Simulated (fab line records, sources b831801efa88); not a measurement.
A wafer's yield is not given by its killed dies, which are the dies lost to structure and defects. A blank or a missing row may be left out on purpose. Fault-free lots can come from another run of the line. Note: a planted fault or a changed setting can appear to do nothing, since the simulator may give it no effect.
Which tool is to blame? -- flow sky130 -- route of 708 steps, sampled at 1 step: 7 lots, 21 wafers

## WHAT EACH GAUGE READ, for each wafer
SKY_FIELD_ISO_THK_MEAS_02.
lot,measured,on,FIELD_ISO_OXIDATION_00_THK (nm)
L423,day 1 17:19,filmMetro-03,11.83 11.65 11.69
L426,day 2 09:13,filmMetro-03,11.86 11.99 11.96
L429,day 2 22:40,filmMetro-03,12.44 12.10 12.13
L434,day 4 02:43,filmMetro-03,11.69 11.73 11.66
L441,day 5 14:21,filmMetro-03,12.34 12.23 12.04
L443,day 5 22:14,filmMetro-02,12.03 12.11 12.32
L445,day 6 06:38,filmMetro-04,11.88 11.81 12.16

## WHICH TOOL RAN EACH LOT (tool, then ch and the chambers of the sampled wafers, then the start)
No process step before these readings appears in the record.

## THE ANSWER, worked out from the rows above alone
Rule: the usual values come from the lots themselves. Put in order of their means at a reading, lots are off if they are a third of the lots or fewer, leave a main group of 4 or more, and stand apart from it by a gap of 3 or more times the standard deviation of the main group's means; of several such gaps the widest counts. If all means in a main group match to the digits the tables above print for the reading, that group is not used. Also off: a lot with no number at a reading for which 4 or more lots have one. Where the step has rows for the other lots, those lots are counted as sound.
None of the lots is off at any reading shown; this tells nothing.

## WHAT WAS PUT IN BY THE SIMULATOR
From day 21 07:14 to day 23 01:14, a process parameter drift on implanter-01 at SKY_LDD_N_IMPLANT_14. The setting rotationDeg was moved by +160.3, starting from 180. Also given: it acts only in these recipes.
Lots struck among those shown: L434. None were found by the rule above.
